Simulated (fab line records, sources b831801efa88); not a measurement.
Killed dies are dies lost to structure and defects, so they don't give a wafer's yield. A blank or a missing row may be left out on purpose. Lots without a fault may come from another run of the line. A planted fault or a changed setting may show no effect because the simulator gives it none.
Which tool did it? | flow sky130 | 11 lots, 33 wafers sampled, at 3 steps of a route of 708

WHAT THE GAUGES READ, wafer by wafer
SKY_GATE_OXIDE_THK_MEAS_02.
lot  | measured     | on            | GATE_OXIDE_OXIDATION_00_THK (nm)
L474 | day 12 19:58 | film_metro-01 | 10.58 10.67 10.31
L475 | day 13 06:11 | film_metro-03 | 10.19 10.09 10.22
L476 | day 13 12:34 | film_metro-03 | 10.10 10.33 10.20
L477 | day 13 22:11 | film_metro-01 | 10.19 10.02 10.14
L478 | day 14 07:47 | film_metro-03 | 10.13 10.03 10.05
L482 | day 16 04:33 | film_metro-04 | 8.23 8.29 8.20 8.18 8.19 8.18
L483 | day 16 03:10 | film_metro-03 | 8.14 8.06 7.98 8.11 8.10 8.04
L490 | day 19 03:20 | film_metro-01 | 10.16 10.21 10.09
L491 | day 19 05:30 | film_metro-01 | 10.21 10.25 10.33
L492 | day 19 13:25 | film_metro-01 | 10.19 10.40 10.10
L495 | day 20 09:37 | film_metro-04 | 10.57 10.31 10.30

WHICH TOOL RAN EACH LOT (tool, then ch and the chambers of the sampled wafers, then the start)
lot  | SKY_SONOS_ONO_STRIP_17               | SKY_GATE_OXIDE_OXIDATION_01
L474 | plasma_asher-01 ch 0,1, day 12 17:49 | furnace-01 ch 0, day 12 18:34
L475 | plasma_asher-01 ch 0,1, day 13 04:09 | furnace-02 ch 0, day 13 04:46
L476 | plasma_asher-03 ch 0,1, day 13 10:57 | furnace-01 ch 0, day 13 11:10
L477 | plasma_asher-03 ch 0,1, day 13 20:34 | furnace-01 ch 0, day 13 20:46
L478 | plasma_asher-03 ch 0,1, day 14 05:07 | furnace-01 ch 0, day 14 06:22
L482 | plasma_asher-01 ch 0,1, day 16 02:39 | furnace-01 ch 0, day 16 03:08
L483 | plasma_asher-01 ch 0,1, day 16 01:29 | furnace-01 ch 0, day 16 01:44
L490 | plasma_asher-03 ch 0, day 18 22:40   | furnace-02 ch 0, day 19 01:55
L491 | plasma_asher-04 ch 0,1, day 19 01:55 | furnace-01 ch 0, day 19 04:05
L492 | plasma_asher-01 ch 0,1, day 19 11:49 | furnace-01 ch 0, day 19 12:01
L495 | plasma_asher-04 ch 0,1, day 20 08:00 | furnace-02 ch 0, day 20 08:13
- SKY_SONOS_ONO_STRIP_17: strips in O2/N2.
- SKY_GATE_OXIDE_OXIDATION_01: stabilise 600 s, purge 300 s, target thk 10.268 nm.

THE ANSWER, worked out from the rows above alone
Rule: what is usual is taken from the lots themselves. Put in order of their means at a reading, lots are off if they are a third of the lots or fewer, leave a main group of 4 or more, and stand apart from it by a gap of 3 or more times the standard deviation of the main group's means; of several such gaps the widest counts. A main group whose means are all the same, to the digits that the tables above print for the reading, isn't used. A lot without any number at a reading at which 4 lots or more have one is off too. The other lots that the step has rows for count as sound.
Off: L482, L483, at SKY_GATE_OXIDE_THK_MEAS_02 (GATE_OXIDE_OXIDATION_00_THK). The main group: mean 10.24 nm, standard deviation 0.13.
A tool fits if, at a process step before that reading, it ran every lot that is off, and no sound lot after the first of them. The gauges at SKY_GATE_OXIDE_THK_MEAS_02 are tried like those tools. None of those tried fits.

WHAT THE SIMULATOR HAD PUT IN
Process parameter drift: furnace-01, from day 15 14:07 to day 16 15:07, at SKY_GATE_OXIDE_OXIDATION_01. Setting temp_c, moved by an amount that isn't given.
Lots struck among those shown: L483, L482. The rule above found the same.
